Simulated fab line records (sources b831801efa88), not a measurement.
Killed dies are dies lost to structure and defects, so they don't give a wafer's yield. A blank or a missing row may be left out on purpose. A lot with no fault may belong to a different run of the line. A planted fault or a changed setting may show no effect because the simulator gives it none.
A lot that was struck, set against a sound lot | flow sfq-line | 21 steps out of a route of 325
Sound: the wafers L969.2, L969.3, L969.5. Struck: wafer L989.5 (L989.1, L989.3, from the same lot, were not struck and are left out); the cause is given at the end.
For every step that has rows: the tool of each side, followed by ch and its chambers, followed by its first start. Under that, the readings that differ: sound wafers | struck wafers | difference of the means | sigmas: that difference in standard deviations of wafers without a fault.
alike: a reading whose means differ by less than 2 such deviations, as well as words and numbers matching on both sides. not compared: withheld readings; readings where some wafer has no value; bounds like >300 that might hide an equal value; numbers whose values overlap and for which the record gives no deviation.
A row with sigmas, a row that says differs or no value, or rows on one side alone: a step with any of these is where the two part. Numbers that don't overlap but have no deviation are shown without sigmas and don't part them. A reading missing from all wafers of one side parts the sides only when that side holds two or more wafers.

first, 2 steps without rows for these wafers: SFQ_TRILAYER_M0_LITHO_PEB_024 (peb time 60 s); SFQ_TRILAYER_M0_LITHO_DEVELOP_023 (time 60 s).
SFQ_M0_OVL_MEAS_906:
  sound: overlay-02 at day 12 13:58; struck: overlay-02 at day 21 03:49
  alike: M0_OVL
then, 1 step without rows for these wafers: SFQ_TRILAYER_M0_BARC_OPEN_METAL_ETCH_031 (etches BARC in O2, target depth 125 nm, time 41.7 s).
SFQ_TRILAYER_M0_ETCH_METAL_ETCH_024: etches Nb in Cl2/Ar, stops on SiO2, target depth 240 nm, time 120 s.
  sound on rie-metal-03 ch 0,1, day 12 14:03; struck on rie-metal-02 ch 0, day 21 03:55
  alike: drypump-motor-current-A, oes-product-au, rf-fwd-power-W
  not compared: rf-hours-counter-h
SFQ_TRILAYER_M0_STRIP_STRIP_025: strips in O2.
  sound on rie-metal-03 ch 0,1, day 12 14:10; struck on rie-metal-02 ch 0, day 21 04:03
  alike: drypump-motor-current-A, oes-product-au
  not compared: rf-hours-counter-h
then, 2 steps without rows for these wafers: SFQ_TRILAYER_M0_STRIP_SOLV_CLEAN_026 (cleans in NMP, time 600 s); SFQ_TRILAYER_I0_DEP_PECVD_027 (deposits SiO2 from SiH4/N2O, time 111.11 s, target thk 500 nm).
SFQ_TRILAYER_I0_CMP_CMP_028: polishes SiO2.
  sound on cmp-02 ch 0,1,3, day 12 15:32; struck on cmp-01 ch 1, day 21 06:54
  reading                | sound          | struck | difference | sigmas
  motor-current-A (A)    | 11.5 10.2 10.7 | 8.6    | -2.2       | -2
  time-to-endpoint-s (s) | 228 235 222    | 210    | -18        | -2
  alike: slurry-filter-dp-kPa
SFQ_I0_BOW_MEAS_907:
  sound: film-metro-02 at day 12 18:03; struck: film-metro-04 at day 21 07:54
  alike: I0_BOW
then, 2 steps without rows for these wafers: SFQ_TRILAYER_I0_METRO_MEASURE_029; SFQ_TRILAYER_I0_VIA_LITHO_COAT_036 (resist thk 62 nm).
SFQ_TRILAYER_I0_VIA_LITHO_COAT_031: resist thk 650 nm.
  sound on litho-track-04 ch 0, day 12 19:42; struck on litho-track-03 ch 0, day 21 09:31
  reading                                                 | sound             | struck | difference | sigmas
  model.KrF_of_TRILAYER_I0_VIA_LITHO_COAT_031.thk-nm (nm) | 644.4 644.6 646.1 | 596.4  | -48.6      |
then, 4 steps without rows for these wafers: SFQ_TRILAYER_I0_VIA_LITHO_SOFTBAKE_035; SFQ_TRILAYER_I0_VIA_LITHO_EXPOSE_032 (exposes mask I0, target cd 500 nm); SFQ_TRILAYER_I0_VIA_LITHO_PEB_034 (peb time 60 s); SFQ_TRILAYER_I0_VIA_LITHO_DEVELOP_033 (time 60 s).
-- the record jumps here: 7 days lie between the struck wafers' starts before and after --
SFQ_I0_OVL_MEAS_908:
  sound: overlay-02 at day 13 06:26; struck: overlay-02 at day 28 00:31
  alike: I0_OVL
SFQ_TRILAYER_I0_VIA_BARC_OPEN_VIA_ETCH_046: etches BARC in O2, target depth 125 nm, time 41.7 s.
  sound on rie-diel-01 ch 0,1, day 13 06:28; struck on rie-diel-01 ch 0, day 28 00:34
  alike: drypump-motor-current-A, oes-product-au, rf-fwd-power-W
  not compared: rf-hours-counter-h
SFQ_TRILAYER_I0_VIA_ETCH_VIA_ETCH_034: etches SiO2 in CHF3, stops on Nb, target depth 260 nm.
  sound on rie-diel-01 ch 0,1, day 13 06:30; struck on rie-diel-01 ch 0, day 28 00:36
  reading                                                 | sound             | struck | difference | sigmas
  model.KrF_of_TRILAYER_I0_VIA_LITHO_COAT_031.thk-nm (nm) | 521.9 522.9 523.5 | 474.7  | -48.1      |
  alike: drypump-motor-current-A, oes-product-au, rf-fwd-power-W
SFQ_TRILAYER_I0_VIA_STRIP_STRIP_035: strips in O2.
  sound on rie-metal-02 ch 1, day 13 06:37; struck on rie-metal-01 ch 1, day 28 00:43
  alike: drypump-motor-current-A, oes-product-au
  not compared: rf-hours-counter-h

== WHERE THEY PART ==
SFQ_TRILAYER_I0_CMP_CMP_028 only, going by this record. Later steps at which nothing parts them and some readings are alike: SFQ_I0_BOW_MEAS_907, SFQ_I0_OVL_MEAS_908, SFQ_TRILAYER_I0_VIA_BARC_OPEN_VIA_ETCH_046, SFQ_TRILAYER_I0_VIA_ETCH_VIA_ETCH_034, SFQ_TRILAYER_I0_VIA_STRIP_STRIP_035.

WHY: whatever the simulator had introduced
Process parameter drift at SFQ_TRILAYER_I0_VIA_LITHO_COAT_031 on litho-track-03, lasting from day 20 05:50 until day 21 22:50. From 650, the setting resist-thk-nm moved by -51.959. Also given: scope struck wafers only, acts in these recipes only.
